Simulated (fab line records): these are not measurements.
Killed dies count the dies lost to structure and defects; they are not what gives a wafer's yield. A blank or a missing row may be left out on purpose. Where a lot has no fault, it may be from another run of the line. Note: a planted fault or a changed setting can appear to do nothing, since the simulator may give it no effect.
fab line records | flow sfq-line
record lots=14 wafers=42 last-day=97
route steps=325 shown JJ@182
lots that met no fault: from a run of the same line without faults
start-h: hours from the record's first day to the start of the lot's first wafer shown | wait-h: hours from the lot's prior step to this one | " same as the row above | L1.1+2: a single row standing in for several wafers | - either no value or no given start | * or withheld: withheld | < > ~ a bound
route shown NAME@n: a module of which the file shows steps, and the number in the route of the first | usual: mean/standard deviation taken from wafers without a fault | same: alike in all rows | chamber/n: place in a boat | sites: each site's reading | _std_site: the standard deviation of these | _edge_site: outer sites' mean less inner sites' | radius-mm: how far each site lies from the wafer's centre | mask NAME#n: copy n | behind: the most recent tool/chamber to have shaped the wafer | hold: why the lot went on hold/how many hours it stayed there/how the hold came to an end | device: transistor that didn't switch, given as n, p or np | end of line: the tests these same wafers got at the end of their route | a step without rows: its recipe alone | killed: dies lost to structure and defects at the first sort, not the wafer's yield | map: a wafer's dies, x killed, . not, _ none there
set.NAME: the setting as run; set.NAME@STEP: as run at that earlier step | model.NAME: the simulator's own value behind a step, which no gauge read
steps of the route over a sample of lots; a table a step, a row a wafer
services: the hour from which a tool's chamber was out of use, counted from the record's first day as start-h (under 0 if before that day), plus the number of hours and why
## steps
# step SFQ_TRILAYER_JJ_TRILAYER_DEP_SPUTTER_112
# recipe material=Nb base-pressure-pa=1.33e-06 chamber-pressure-pa=0.1333 substrate-temp-c=20 target-thk-nm=170 power-w=2000 time-s=113.3
# usual chamber-pressure-pa=0.13333/0.00027 throttle-valve-pct=29.7/0.95
# columns lot.wafer tool chamber start-h wait-h chamber-pressure-pa throttle-valve-pct
L502.1 pvd-sputter-03 - 1428.47 0.5 0.13327 30.2
L502.2 " - " " 0.13339 28.3
L502.5 " - " " 0.13272 29.8
L503.1 pvd-sputter-04 - 1435.66 0.5 0.13354 30.3
L503.5 " - " " 0.13353 30.4
L503.6 " - " " 0.13299 28.1
L504.2 pvd-sputter-03 - 1439.26 0.5 0.13318 28.5
L504.3 " - " " 0.13337 30.3
L504.6 " - " " 0.13318 29.8
L507.1 pvd-sputter-03 - 1462.84 0.5 0.13345 28.2
L507.3 " - " " 0.13303 31.2
L507.6 " - " " 0.13368 28.3
L510.1 pvd-sputter-04 - 1502.22 0.5 0.13337 29.3
L510.2 " - " " 0.13357 29.5
L510.3 " - " " 0.13325 28.1
L511.3 pvd-sputter-04 - 1508.22 0.5 0.13342 28.5
L511.5 " - " " 0.13339 29.6
L511.6 " - " " 0.13332 28.3
L512.3 pvd-sputter-03 - 1515.42 0.5 0.13339 29.7
L512.4 " - " " 0.13376 30.1
L512.5 " - " " 0.13356 29.8
L515.1 pvd-sputter-03 - 1577.07 0.5 0.13325 28.3
L515.3 " - " " 0.133 29.9
L515.6 " - " " 0.13314 29.8
L516.2 pvd-sputter-04 - 1578.27 0.5 0.13393 30.6
L516.3 " - " " 0.13338 29.4
L516.4 " - " " 0.13319 29.2
L519.1 pvd-sputter-04 - 1581.87 0.5 0.13302 28.6
L519.3 " - " " 0.13339 29.5
L519.4 " - " " 0.13357 29.4
L520.2 pvd-sputter-05 - 1583.07 0.5 0.13338 30.5
L520.5 " - " " 0.13345 29.7
L520.6 " - " " 0.13354 30.1
L521.3 pvd-sputter-03 - 1584.27 0.5 0.13315 29.6
L521.4 " - " " 0.13324 30.1
L521.5 " - " " 0.13369 28.5
L523.1 pvd-sputter-05 - 1586.67 0.5 0.13326 29.2
L523.5 " - " " 0.1331 29.3
L523.6 " - " " 0.13303 30.5
L524.1 pvd-sputter-03 - 1587.87 0.5 0.1333 31.1
L524.4 " - " " 0.133 29.8
L524.6 " - " " 0.13349 29.8
# step SFQ_JJ_RS_MEAS_929
# recipe thk-meas-gauge=four-point-probe reads=Nb_of_TRILAYER_JJ_TRILAYER_DEP_SPUTTER_112
# usual JJ_NB_RS=1.051/0.0091
# columns lot.wafer tool chamber start-h wait-h JJ_NB_RS[ohm/sq]
L502.1 film-metro-03 - 1428.55 0.0 1.054
L502.2 " - " " 1.062
L502.5 " - " " 1.063
L503.1 film-metro-03 - 1435.74 0.0 1.053
L503.5 " - " " 1.045
L503.6 " - " " 1.053
L504.2 film-metro-02 - 1439.36 0.1 1.054
L504.3 " - " " 1.061
L504.6 " - " " 1.056
L507.1 film-metro-02 - 1462.92 0.0 1.046
L507.3 " - " " 1.041
L507.6 " - " " 1.056
L510.1 film-metro-03 - 1502.30 0.0 1.052
L510.2 " - " " 1.055
L510.3 " - " " 1.057
L511.3 film-metro-01 - 1508.34 0.1 1.064
L511.5 " - " " 1.058
L511.6 " - " " 1.061
L512.3 film-metro-02 - 1515.54 0.1 1.046
L512.4 " - " " 1.056
L512.5 " - " " 1.055
L515.1 film-metro-03 - 1577.15 0.0 1.062
L515.3 " - " " 1.068
L515.6 " - " " 1.064
L516.2 film-metro-01 - 1578.37 0.1 1.056
L516.3 " - " " 1.744
L516.4 " - " " 1.057
L519.1 film-metro-02 - 1581.95 0.0 1.049
L519.3 " - " " 1.708
L519.4 " - " " 1.039
L520.2 film-metro-01 - 1583.17 0.1 1.036
L520.5 " - " " 1.038
L520.6 " - " " 1.024
L521.3 film-metro-02 - 1584.39 0.1 1.054
L521.4 " - " " 1.056
L521.5 " - " " 1.051
L523.1 film-metro-03 - 1586.75 0.0 1.041
L523.5 " - " " 1.040
L523.6 " - " " 1.043
L524.1 film-metro-01 - 1587.95 0.0 1.049
L524.4 " - " " 1.044
L524.6 " - " " 1.047
# step SFQ_TRILAYER_JJ_CE_ETCH_RIE_118
# recipe target=Nb stop-on=Al2O3 mask-material=PR taper-deg=13.257 over-etch-frac=0.15 time-s=97.7 chemistry=SF6 target-depth-nm=170 icp-w=600 bias-w=80 pressure-mtorr=10
# usual drypump-motor-current-A=5.6/0.43 oes-product-au=0.988/0.0063
# same over-etch-frac=0.15
# columns lot.wafer tool chamber start-h wait-h drypump-motor-current-A oes-product-au rf-hours-counter-h
L502.1 rie-metal-04 1 1548.26 0.1 6.2 0.988 20
L502.2 " 0 " " 5.6 0.989 95
L502.5 " 1 " " 6.2 0.984 -
L503.1 rie-metal-03 1 1553.06 0.1 4.9 0.983 50
L503.5 " 0 " " 5.5 0.996 -
L503.6 " 1 " " 4.8 0.980 -
L504.2 rie-metal-01 0 1554.26 0.1 5.9 0.989 62
L504.3 " 1 " " 5.4 0.984 -
L504.6 " 1 " " 5.4 0.987 -
L507.1 rie-metal-04 0 1575.11 0.1 5.6 0.981 98
L507.3 " 0 " " 5.6 0.989 -
L507.6 " 1 " " 6.2 0.982 -
L510.1 rie-metal-04 1 1624.74 0.1 6.2 0.988 30
L510.2 " 0 " " 5.5 0.987 105
L510.3 " 0 " " 5.5 0.990 -
L511.3 rie-metal-03 0 1631.97 0.1 5.5 0.983 -
L511.5 " 0 " " 5.5 0.986 -
L511.6 " 1 " " 4.9 0.980 -
L512.3 rie-metal-04 0 1641.57 0.1 5.5 0.993 -
L512.4 " 1 " " 6.2 0.986 -
L512.5 " 1 " " 6.2 0.987 -
L515.1 rie-metal-04 1 1698.37 0.1 6.2 0.988 40
L515.3 " 0 " " 5.5 0.980 -
L515.6 " 0 " " 5.5 0.985 -
L516.2 rie-metal-03 1 1699.57 0.1 4.8 0.992 73
L516.3 " 0 " " 5.6 0.747 -
L516.4 " 1 " " 4.9 0.985 -
L519.1 rie-metal-03 0 1705.82 0.1 5.5 0.988 12
L519.3 " 1 " " 4.8 0.759 -
L519.4 " 0 " " 5.5 0.986 -
L520.2 rie-metal-04 0 1706.77 0.1 5.6 1.001 116
L520.5 " 0 " " 5.6 0.998 -
L520.6 " 1 " " 6.2 0.997 -
L521.3 rie-metal-03 0 1708.00 0.1 5.5 0.987 -
L521.4 " 1 " " 4.8 0.979 -
L521.5 " 1 " " 4.8 0.987 -
L523.1 rie-metal-04 1 1711.73 0.1 6.2 1.001 43
L523.5 " 0 " " 5.6 1.001 -
L523.6 " 1 " " 6.2 0.994 -
L524.1 rie-metal-01 0 1712.89 0.1 5.9 0.994 84
L524.4 " 1 " " 5.4 0.991 -
L524.6 " 0 " " 5.9 0.986 -
## services
# columns tool chamber start-h hours kind
rie-metal-01 - 1464.02 0.3 repair
rie-metal-03 0 1469.44 3.2 repair
pvd-sputter-03 - 1474.14 9.3 repair
pvd-sputter-05 - 1543.31 1.4 repair
pvd-sputter-03 - 1564.09 4.0 repair
rie-metal-01 - 1583.79 0.5 repair
rie-metal-03 0 1593.03 - clean
rie-metal-03 0 1593.03 - consumable-replace:focus-ring
rie-metal-03 0 1593.03 18.9 scheduled-down
rie-metal-03 0 1593.03 18.9 vent-cycle
pvd-sputter-03 0 1606.73 - consumable-replace:kit
pvd-sputter-03 0 1606.73 18.0 scheduled-down
pvd-sputter-03 0 1606.73 18.0 vent-cycle
pvd-sputter-03 - 1634.29 0.6 repair
pvd-sputter-04 - 1636.48 8.1 repair
pvd-sputter-04 - 1638.15 3.9 repair
pvd-sputter-05 - 1663.96 9.3 repair
rie-metal-04 0 1675.12 2.7 repair
rie-metal-03 - 1681.41 1.4 pm
rie-metal-03 - 1699.67 4.3 pm
rie-metal-03 - 1707.24 0.4 repair
pvd-sputter-04 2 1708.42 - consumable-replace:kit
pvd-sputter-04 2 1708.42 18.0 scheduled-down
pvd-sputter-04 2 1708.42 18.0 vent-cycle
## key
first-sign step=SFQ_JJ_RS_MEAS_929 reading=JJ_NB_RS direction=up sigmas=74 usual=1.051 struck=1.726
effect step=SFQ_TRILAYER_JJ_CE_ETCH_RIE_118 reading=oes-product-au direction=down sigmas=37 usual=0.988 struck=0.753
met-at SFQ_TRILAYER_JJ_TRILAYER_DEP_SPUTTER_112
struck-lots L516,L519
struck-wafers L516.3,L519.3
onset-between 1508.22 1578.27
fault kind=process-parameter-drift tool=pvd-sputter-04 chamber=- onset-h=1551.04 steps=SFQ_TRILAYER_JJ_TRILAYER_DEP_SPUTTER_112 channel=target-thk-nm offset=-65.7 shape=step end-h=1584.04 acts-in=these-recipes-only stated=170 scope=struck-wafers-only
